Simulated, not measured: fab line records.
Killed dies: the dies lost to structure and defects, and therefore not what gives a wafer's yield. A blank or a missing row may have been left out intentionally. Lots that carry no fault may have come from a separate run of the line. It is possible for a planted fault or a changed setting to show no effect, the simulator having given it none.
Matching of chambers	flow gf180mcu	4 sister chambers for GF_V4_ETCH_16 on rie diel-02
The step etches BARC in N2/H2. 4 wafers are shown with their chamber, then 12 later ones without.

WAFERS, EACH WITH ITS CHAMBER
wafer	chamber	drypump motor current A (A)
L089.2	0	6.0
L090.1	3	5.1
L090.3	1	5.9
L090.6	2	5.4

WAFERS WITHOUT THEIR CHAMBER
wafer	drypump motor current A (A)
L091.1	6.0
L091.3	5.9
L091.6	5.1
L093.1	5.0
L093.2	5.9
L093.6	5.9
L094.1	5.9
L094.3	5.4
L094.4	5.9
L096.2	5.9
L096.5	5.1
L096.6	5.4

CHAMBER TAKEN BY EACH
wafer	from the rows above	in truth
L091.1	0	0
L091.3	1	1
L091.6	3	3
L093.1	3	3
L093.2	1	1
L093.6	1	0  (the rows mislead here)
L094.1	1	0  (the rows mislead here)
L094.3	2	2
L094.4	1	1
L096.2	1	1
L096.5	3	3
L096.6	2	2
Placed correctly: 10 of 12. Left unplaced by these rows: 0. 2 placed wrongly.
How it was worked out, from the rows above alone: a wafer's distance from a chamber is the root of the sum, over the readings, of the square of ((its reading less the chamber's mean) divided by the reading's scatter). The wafer belongs to the nearest chamber; if the next one is less than 2 further off, it can't be placed. A chamber's mean is the mean of its shown wafers. The scatter (one wafer shown for each chamber): square how far every hidden wafer sits from the nearest shown wafer, average those squares and take the square root.
